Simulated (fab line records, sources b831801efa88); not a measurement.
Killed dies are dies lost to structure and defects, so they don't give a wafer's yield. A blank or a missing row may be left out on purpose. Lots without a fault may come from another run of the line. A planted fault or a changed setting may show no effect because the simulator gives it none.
Which tool did it? | flow sky130 | 24 lots, 72 wafers sampled, at 5 steps of a route of 708

WHAT THE GAUGES READ, wafer by wafer
SKY_LI_CONTACT_OVL_MEAS_13.
lot  | measured     | on         | LI_CONTACT_OVL (nm)
L074 | day 28 20:26 | overlay-02 | 8 2 1
L075 | day 29 13:05 | overlay-02 | 9 2 9
L076 | day 29 19:07 | overlay-01 | 4 2 7
L077 | day 30 00:32 | overlay-01 | -2 0 -1
L078 | day 30 04:34 | overlay-01 | -3 -4 1
L079 | day 30 13:23 | overlay-01 | 5 5 2
L080 | day 31 07:56 | overlay-02 | 9 -1 3
L081 | day 31 22:38 | overlay-02 | -2 -5 5
L082 | day 32 18:46 | overlay-01 | 12 -2 10
L083 | day 32 23:59 | overlay-01 | -2 5 -1
L085 | day 33 05:14 | overlay-01 | 0 4 -1
L084 | day 33 06:19 | overlay-01 | 5 17 -2
L086 | day 33 11:02 | overlay-02 | 0 2 1
L088 | day 34 00:12 | overlay-02 | 7 7 4
L087 | day 34 07:50 | overlay-02 | 14 6 17
L090 | day 34 21:02 | overlay-01 | 6 3 -3
L089 | day 34 21:23 | overlay-02 | 5 17 12
L091 | day 35 06:23 | overlay-01 | 8 18 6
L092 | day 35 07:05 | overlay-01 | 10 7 7
L093 | day 35 09:26 | overlay-02 | -6 0 -1
L095 | day 35 21:10 | overlay-02 | 8 5 6
L094 | day 35 21:32 | overlay-02 | -5 -2 -6
L096 | day 36 06:02 | overlay-01 | 3 4 2
L097 | day 36 10:47 | overlay-01 | -5 -2 5

SKY_CONTACT_THK_MEAS_26: measures by xrf.
lot  | measured     | on            | CONTACT_W_THK (nm)
L074 | day 31 07:46 | film_metro-01 | 351 342 348
L075 | day 32 00:53 | film_metro-03 | 344 344 343
L076 | day 32 06:14 | film_metro-02 | 337 335 333
L077 | day 32 12:28 | film_metro-02 | 335 334 330
L078 | day 32 16:02 | film_metro-01 | 345 340 345
L079 | day 33 00:38 | film_metro-02 | 344 346 345
L080 | day 33 18:17 | film_metro-03 | 341 340 348
L081 | day 34 08:34 | film_metro-01 | 342 335 338
L082 | day 35 04:35 | film_metro-02 | 340 343 335
L083 | day 35 08:23 | film_metro-02 | 338 337 332
L085 | day 35 13:06 | film_metro-02 | 336 335 338
L084 | day 35 15:10 | film_metro-02 | 334 339 332
L086 | day 35 18:55 | film_metro-02 | 339 342 341
L088 | day 36 08:11 | film_metro-03 | 344 342 344
L087 | day 36 14:59 | film_metro-02 | 339 336 335
L090 | day 37 05:10 | film_metro-01 | 344 349 343
L089 | day 37 05:31 | film_metro-03 | 338 340 341
L091 | day 37 15:28 | film_metro-02 | 336 334 337
L092 | day 37 16:44 | film_metro-02 | 339 340 336
L093 | day 37 18:16 | film_metro-03 | 344 342 346
L095 | day 38 04:32 | film_metro-01 | 346 348 350
L094 | day 38 05:32 | film_metro-02 | 343 334 342
L096 | day 38 14:08 | film_metro-02 | 345 337 343
L097 | day 38 18:29 | film_metro-02 | 335 340 338

WHICH TOOL RAN EACH LOT (tool, then ch and the chambers of the sampled wafers, then the start)
lot  | SKY_LI_CONTACT_SPUTTER_19    | SKY_LOCAL_INTERCONNECT_METAL_ETCH_14 | SKY_CONTACT_CVD_24
L074 | pvd_sputter-04, day 28 20:56 | rie_metal-02 ch 0,1, day 30 01:26    | cvd_w-02 ch 0,1, day 31 07:31
L075 | pvd_sputter-04, day 29 13:32 | rie_metal-04 ch 0,1, day 30 18:33    | cvd_w-01 ch 0,1, day 32 00:40
L076 | pvd_sputter-03, day 29 19:35 | rie_metal-04 ch 0, day 31 00:31      | cvd_w-01 ch 0,1, day 32 06:00
L077 | pvd_sputter-04, day 30 01:01 | rie_metal-04 ch 0,1, day 31 05:59    | cvd_w-02 ch 0,1, day 32 12:14
L078 | pvd_sputter-03, day 30 05:02 | rie_metal-04 ch 0,1, day 31 10:00    | cvd_w-01 ch 0,1, day 32 15:49
L079 | pvd_sputter-02, day 30 13:50 | rie_metal-02 ch 1, day 31 18:35      | cvd_w-02 ch 1, day 33 00:24
L080 | pvd_sputter-04, day 31 08:23 | rie_metal-04 ch 0,1, day 32 13:19    | cvd_w-02 ch 0,1, day 33 18:03
L081 | pvd_sputter-03, day 31 23:15 | rie_metal-04 ch 0,1, day 33 03:29    | cvd_w-01 ch 0,1, day 34 08:22
L082 | pvd_sputter-03, day 32 19:14 | rie_metal-01 ch 0, day 33 23:25      | cvd_w-02 ch 0,1, day 35 04:21
L083 | pvd_sputter-02, day 33 00:26 | rie_metal-02 ch 0,1, day 34 04:10    | cvd_w-01 ch 0,1, day 35 08:10
L085 | pvd_sputter-04, day 33 05:41 | rie_metal-04 ch 0,1, day 34 09:04    | cvd_w-01 ch 1, day 35 12:52
L084 | pvd_sputter-02, day 33 06:47 | rie_metal-01 ch 0,1, day 34 10:13    | cvd_w-02 ch 0,1, day 35 14:55
L086 | pvd_sputter-03, day 33 11:31 | rie_metal-02 ch 0,1, day 34 14:40    | cvd_w-01 ch 0,1, day 35 18:41
L088 | pvd_sputter-04, day 34 00:40 | rie_metal-01 ch 0,1, day 35 04:18    | cvd_w-01 ch 0,1, day 36 07:58
L087 | pvd_sputter-03, day 34 08:17 | rie_metal-02 ch 0,1, day 35 11:01    | cvd_w-01 ch 0,1, day 36 14:46
L090 | pvd_sputter-03, day 34 21:29 | rie_metal-04 ch 0,1, day 36 01:04    | cvd_w-02 ch 0,1, day 37 04:56
L089 | pvd_sputter-02, day 34 21:50 | rie_metal-02 ch 0,1, day 36 01:22    | cvd_w-01 ch 0,1, day 37 05:17
L091 | pvd_sputter-03, day 35 06:50 | rie_metal-04 ch 0,1, day 36 11:04    | cvd_w-01 ch 0,1, day 37 15:13
L092 | pvd_sputter-02, day 35 07:32 | rie_metal-01 ch 0,1, day 36 12:03    | cvd_w-02 ch 0,1, day 37 16:31
L093 | pvd_sputter-02, day 35 09:53 | rie_metal-04 ch 0,1, day 36 13:02    | cvd_w-02 ch 0,1, day 37 18:01
L095 | pvd_sputter-03, day 35 21:38 | rie_metal-01 ch 0, day 36 23:50      | cvd_w-02 ch 0,1, day 38 04:19
L094 | pvd_sputter-03, day 35 21:59 | rie_metal-02 ch 0,1, day 37 00:49    | cvd_w-02 ch 0,1, day 38 05:19
L096 | pvd_sputter-04, day 36 06:29 | rie_metal-04 ch 0,1, day 37 09:17    | cvd_w-02 ch 0,1, day 38 13:55
L097 | pvd_sputter-03, day 36 11:14 | rie_metal-02 ch 0,1, day 37 14:25    | cvd_w-01 ch 0,1, day 38 18:16
- SKY_LI_CONTACT_SPUTTER_19: material Ti, target thk 20 nm, time 106.37 s.
- SKY_LOCAL_INTERCONNECT_METAL_ETCH_14: etches TiN in Cl2/BCl3, stops on PSG, target depth 110 nm, time 31.4 s.
- SKY_CONTACT_CVD_24: deposits W, target thk 340 nm, time 102.12 s.

WHAT THE TOOLS THEMSELVES READ (means of the sampled wafers that have a number; where no wafer has one, the mark that the record gives instead)
SKY_LI_CONTACT_SPUTTER_19.
lot  | tool           | throttle_valve_pct (%)
L074 | pvd_sputter-04 | 29.9
L075 | pvd_sputter-04 | 29.8
L076 | pvd_sputter-03 | 29.3
L077 | pvd_sputter-04 | 30.3
L078 | pvd_sputter-03 | 30.3
L079 | pvd_sputter-02 | 30.2
L080 | pvd_sputter-04 | 30.3
L081 | pvd_sputter-03 | 29.3
L082 | pvd_sputter-03 | 30.3
L083 | pvd_sputter-02 | 29.2
L085 | pvd_sputter-04 | 30.1
L084 | pvd_sputter-02 | 30.4
L086 | pvd_sputter-03 | 29.3
L088 | pvd_sputter-04 | 30.4
L087 | pvd_sputter-03 | 30.0
L090 | pvd_sputter-03 | 29.8
L089 | pvd_sputter-02 | 30.6
L091 | pvd_sputter-03 | 29.9
L092 | pvd_sputter-02 | 30.9
L093 | pvd_sputter-02 | 29.6
L095 | pvd_sputter-03 | 29.7
L094 | pvd_sputter-03 | 29.5
L096 | pvd_sputter-04 | 30.3
L097 | pvd_sputter-03 | 29.5

SKY_LOCAL_INTERCONNECT_METAL_ETCH_14.
lot  | tool         | drypump_motor_current_A (A) | oes_product_au (a.u.) | throttle_valve_pct (%)
L074 | rie_metal-02 | 6.0                         | 0.935                 | 21.909
L075 | rie_metal-04 | 5.6                         | 0.941                 | 21.906
L076 | rie_metal-04 | 6.2                         | 0.943                 | 21.896
L077 | rie_metal-04 | 5.8                         | 0.938                 | 21.900
L078 | rie_metal-04 | 5.9                         | 0.945                 | 21.907
L079 | rie_metal-02 | 5.9                         | 0.948                 | 21.897
L080 | rie_metal-04 | 5.6                         | 0.950                 | 21.894
L081 | rie_metal-04 | 5.6                         | 0.935                 | 21.912
L082 | rie_metal-01 | 6.0                         | 0.948                 | 21.898
L083 | rie_metal-02 | 6.1                         | 0.938                 | 21.905
L085 | rie_metal-04 | 5.6                         | 0.933                 | 21.909
L084 | rie_metal-01 | 5.8                         | 0.940                 | 21.898
L086 | rie_metal-02 | 6.1                         | 0.941                 | 21.904
L088 | rie_metal-01 | 5.9                         | 0.941                 | 21.903
L087 | rie_metal-02 | 6.1                         | 0.948                 | 21.890
L090 | rie_metal-04 | 5.9                         | 0.946                 | 21.890
L089 | rie_metal-02 | 6.0                         | 0.932                 | 21.904
L091 | rie_metal-04 | 5.6                         | 0.934                 | 21.891
L092 | rie_metal-01 | 5.9                         | 0.944                 | 21.897
L093 | rie_metal-04 | 5.9                         | 0.948                 | 21.907
L095 | rie_metal-01 | 6.0                         | 0.948                 | 21.892
L094 | rie_metal-02 | 6.1                         | 0.933                 | 21.900
L096 | rie_metal-04 | 5.6                         | 0.935                 | 21.897
L097 | rie_metal-02 | 6.1                         | 0.944                 | 21.901

SKY_CONTACT_CVD_24.
lot  | tool     | heater_power_w (W)
L074 | cvd_w-02 | 802
L075 | cvd_w-01 | 857
L076 | cvd_w-01 | 877
L077 | cvd_w-02 | 798
L078 | cvd_w-01 | 868
L079 | cvd_w-02 | 822
L080 | cvd_w-02 | 807
L081 | cvd_w-01 | 853
L082 | cvd_w-02 | 811
L083 | cvd_w-01 | 863
L085 | cvd_w-01 | 841
L084 | cvd_w-02 | 811
L086 | cvd_w-01 | 867
L088 | cvd_w-01 | 873
L087 | cvd_w-01 | 851
L090 | cvd_w-02 | 813
L089 | cvd_w-01 | 893
L091 | cvd_w-01 | 866
L092 | cvd_w-02 | 817
L093 | cvd_w-02 | 821
L095 | cvd_w-02 | 820
L094 | cvd_w-02 | 809
L096 | cvd_w-02 | 814
L097 | cvd_w-01 | 890

THE ANSWER, worked out from the rows above alone
Rule: what is usual is taken from the lots themselves. Put in order of their means at a reading, lots are off if they are a third of the lots or fewer, leave a main group of 4 or more, and stand apart from it by a gap of 3 or more times the standard deviation of the main group's means; of several such gaps the widest counts. A main group whose means are all the same, to the digits that the tables above print for the reading, isn't used. A lot without any number at a reading at which 4 lots or more have one is off too. The other lots that the step has rows for count as sound. The gauges are gone through in route order, then the tools' own readings, and for those a lot's mean is taken as printed above. The first step at which some lot is off is used, and at that step the reading that is off furthest; a lot without a number counts as furthest.
No lot is off at any reading shown: from this, nothing can be told.

WHAT THE SIMULATOR HAD PUT IN
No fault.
